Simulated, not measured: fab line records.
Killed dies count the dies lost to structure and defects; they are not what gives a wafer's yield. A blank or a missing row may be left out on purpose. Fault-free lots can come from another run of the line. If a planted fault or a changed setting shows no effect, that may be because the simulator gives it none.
Lot-split experiment / flow sfq_line / route with 325 steps; 5 lots, 23 wafers read

## THE SPLIT ITSELF
At SFQ_TRILAYER_I5_LITHO_PEB_147 (peb time 60 s), the setting peb_temp_c was moved away from the recipe's 115 C on 8 of the 23 wafers read, by -3.0% to -1.7%. All remaining wafers had this setting at the recipe value.

No step appears in the file between the split and the reading.

## THE READING
I5.cd_nm (the simulator's own value, which no gauge read), in nm, at SFQ_TRILAYER_I5_BARC_OPEN_VIA_ETCH_200 (etches BARC in O2, target depth 125 nm, time 41.7 s). The file does not state a usual value for it. Here, 15 wafers ran the recipe; their average is 699.0 nm with a standard deviation of 1 nm.

wafer=L077.1; tool, chamber at the split=litho_track-02, 0; peb_temp_c as run, C=115; against the recipe=recipe; I5.cd_nm, nm=697.2; against lot-mates on the recipe=-
wafer=L077.2; tool, chamber at the split=litho_track-02, 0; peb_temp_c as run, C=115; against the recipe=recipe; I5.cd_nm, nm=699.6; against lot-mates on the recipe=-
wafer=L077.3; tool, chamber at the split=litho_track-02, 0; peb_temp_c as run, C=115; against the recipe=recipe; I5.cd_nm, nm=698.3; against lot-mates on the recipe=-
wafer=L077.4; tool, chamber at the split=litho_track-02, 0; peb_temp_c as run, C=115; against the recipe=recipe; I5.cd_nm, nm=699.3; against lot-mates on the recipe=-
wafer=L077.5; tool, chamber at the split=litho_track-02, 0; peb_temp_c as run, C=115; against the recipe=recipe; I5.cd_nm, nm=698.5; against lot-mates on the recipe=-
wafer=L078.1; tool, chamber at the split=litho_track-02, 0; peb_temp_c as run, C=112.8; against the recipe=-1.9%; I5.cd_nm, nm=653.1; against lot-mates on the recipe=-44.9
wafer=L078.2; tool, chamber at the split=litho_track-02, 0; peb_temp_c as run, C=112.8; against the recipe=-1.9%; I5.cd_nm, nm=654.4; against lot-mates on the recipe=-43.6
wafer=L078.3; tool, chamber at the split=litho_track-02, 0; peb_temp_c as run, C=115; against the recipe=recipe; I5.cd_nm, nm=697.7; against lot-mates on the recipe=-
wafer=L078.4; tool, chamber at the split=litho_track-02, 0; peb_temp_c as run, C=115; against the recipe=recipe; I5.cd_nm, nm=698.3; against lot-mates on the recipe=-
wafer=L078.6; tool, chamber at the split=litho_track-02, 0; peb_temp_c as run, C=112.8; against the recipe=-1.9%; I5.cd_nm, nm=654.8; against lot-mates on the recipe=-43.2
wafer=L079.1; tool, chamber at the split=litho_track-01, 0; peb_temp_c as run, C=115; against the recipe=recipe; I5.cd_nm, nm=698.1; against lot-mates on the recipe=-
wafer=L079.2; tool, chamber at the split=litho_track-01, 0; peb_temp_c as run, C=115; against the recipe=recipe; I5.cd_nm, nm=700.2; against lot-mates on the recipe=-
wafer=L079.3; tool, chamber at the split=litho_track-01, 0; peb_temp_c as run, C=113.1; against the recipe=-1.7%; I5.cd_nm, nm=661.1; against lot-mates on the recipe=-38.3
wafer=L079.4; tool, chamber at the split=litho_track-01, 0; peb_temp_c as run, C=115; against the recipe=recipe; I5.cd_nm, nm=700; against lot-mates on the recipe=-
wafer=L079.6; tool, chamber at the split=litho_track-01, 0; peb_temp_c as run, C=113.1; against the recipe=-1.7%; I5.cd_nm, nm=661.6; against lot-mates on the recipe=-37.8
wafer=L081.1; tool, chamber at the split=litho_track-02, 0; peb_temp_c as run, C=115; against the recipe=recipe; I5.cd_nm, nm=699.4; against lot-mates on the recipe=-
wafer=L081.2; tool, chamber at the split=litho_track-02, 0; peb_temp_c as run, C=111.5; against the recipe=-3.0%; I5.cd_nm, nm=624.8; against lot-mates on the recipe=-75.6
wafer=L081.4; tool, chamber at the split=litho_track-02, 0; peb_temp_c as run, C=115; against the recipe=recipe; I5.cd_nm, nm=701.4; against lot-mates on the recipe=-
wafer=L081.5; tool, chamber at the split=litho_track-02, 0; peb_temp_c as run, C=111.5; against the recipe=-3.0%; I5.cd_nm, nm=627.4; against lot-mates on the recipe=-73.0
wafer=L081.6; tool, chamber at the split=litho_track-02, 0; peb_temp_c as run, C=111.5; against the recipe=-3.0%; I5.cd_nm, nm=626; against lot-mates on the recipe=-74.4
wafer=L085.3; tool, chamber at the split=litho_track-04, 0; peb_temp_c as run, C=115; against the recipe=recipe; I5.cd_nm, nm=699.7; against lot-mates on the recipe=-
wafer=L085.4; tool, chamber at the split=litho_track-04, 0; peb_temp_c as run, C=115; against the recipe=recipe; I5.cd_nm, nm=698.7; against lot-mates on the recipe=-
wafer=L085.6; tool, chamber at the split=litho_track-04, 0; peb_temp_c as run, C=115; against the recipe=recipe; I5.cd_nm, nm=699.3; against lot-mates on the recipe=-

FIT RESULTS
A straight line over all 23 wafers: I5.cd_nm changes by +23.8 nm for each +1% of peb_temp_c; r = +1.00; the points scatter about the line by 1.2 nm.
The same after taking each lot's own level away (the mean of its wafers on the recipe; 23 wafers): +24 nm for each +1%; r = +1.00; scatter 1.3 nm.
Per that fit: largest peb_temp_c move, reading shift of 73 nm.
The span of the lots' own levels, 698.00 to 700.40 nm, comes to 2.3 times the standard deviation stated above.
Consequently the slope shifts little with the lot-to-lot level, the two slopes agreeing.
Check: -72 nm against its lot-mates is what the line predicts for one of the wafers moved furthest among these (-3.0%) when that wafer is left out of the fit. Against them it came out at -75.6 nm.

## FURTHER SPLITS ON THESE WAFERS
Other splits were also applied to these wafers ahead of the reading. Each is held against what the fit with the lots' levels taken away leaves over:
other split on the same wafers=SFQ_TRILAYER_M5_LITHO_COAT_123 resist_thk_nm; wafers away from the commonest value=6; r with I5.cd_nm (lot level and that fit taken away)=-0.19
other split on the same wafers=SFQ_TRILAYER_M5_ETCH_METAL_ETCH_126 time_s; wafers away from the commonest value=10; r with I5.cd_nm (lot level and that fit taken away)=+0.10
other split on the same wafers=SFQ_TRILAYER_R5_DEP_SPUTTER_133 time_s; wafers away from the commonest value=9; r with I5.cd_nm (lot level and that fit taken away)=-0.08
other split on the same wafers=SFQ_TRILAYER_R5_LITHO_COAT_141 spin_rpm; wafers away from the commonest value=5; r with I5.cd_nm (lot level and that fit taken away)=-0.19

## THE FILE'S OWN FIT
I5.cd_nm changes by +23.8 nm for each +1% of peb_temp_c, r = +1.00.
